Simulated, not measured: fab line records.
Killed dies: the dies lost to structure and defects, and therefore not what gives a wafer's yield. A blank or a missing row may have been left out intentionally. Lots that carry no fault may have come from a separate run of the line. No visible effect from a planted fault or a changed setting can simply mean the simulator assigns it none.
Matching of chambers + flow sky130 + cmp-02 running SKY_VIA2_CMP_02: 4 sister chambers
The step polishes SiO2. 4 wafers are shown with their chamber, then 12 later ones without.

== WAFERS PAIRED WITH THEIR CHAMBERS ==
| wafer  | chamber | motor_current_A (A) |
|--------|---------|---------------------|
| L091.2 | 0       | 12.1                |
| L091.4 | 2       | 11.1                |
| L092.4 | 1       | 13.2                |
| L092.5 | 3       | 12.3                |

== WAFERS WITH NO CHAMBER GIVEN ==
| wafer  | motor_current_A (A) |
|--------|---------------------|
| L092.1 | 12.7                |
| L092.2 | 11.7                |
| L092.6 | 11.9                |
| L094.3 | 11.1                |
| L094.5 | 11.1                |
| L094.6 | 12.3                |
| L094.1 | 11.9                |
| L094.2 | 13.4                |
| L094.4 | 13.3                |
| L096.4 | 12.2                |
| L096.5 | 13.1                |
| L096.6 | 12.5                |

== WHICH CHAMBER EACH WENT THROUGH ==
| wafer  | from the rows above          | in truth                   |
|--------|------------------------------|----------------------------|
| L092.1 | can't be placed: 3 or 1 or 0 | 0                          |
| L092.2 | can't be placed: 0 or 2 or 3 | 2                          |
| L092.6 | can't be placed: 0 or 3      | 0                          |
| L094.3 | 2                            | 2                          |
| L094.5 | 2                            | 2                          |
| L094.6 | can't be placed: 3 or 0      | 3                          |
| L094.1 | can't be placed: 0 or 3      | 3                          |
| L094.2 | 1                            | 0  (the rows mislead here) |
| L094.4 | 1                            | 1                          |
| L096.4 | can't be placed: 0 or 3      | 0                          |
| L096.5 | 1                            | 1                          |
| L096.6 | can't be placed: 3 or 0      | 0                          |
Correct placement for 4 of the 12. Cannot be placed on the basis of these rows: 7; the candidates contain the true chamber in 7. Number placed wrongly: 1.
How it was worked out, from the rows above alone: a wafer's distance from a chamber is the root of the sum, over the readings, of the square of ((its reading less the chamber's mean) divided by the reading's scatter). If the next closest chamber is less than 2 further off than the closest, the wafer can't be placed; otherwise it belongs to the closest. The mean given for a chamber averages the wafers shown for that chamber. The scatter: root of mean squared gap, hidden wafer to nearest shown wafer, with one shown wafer a chamber.
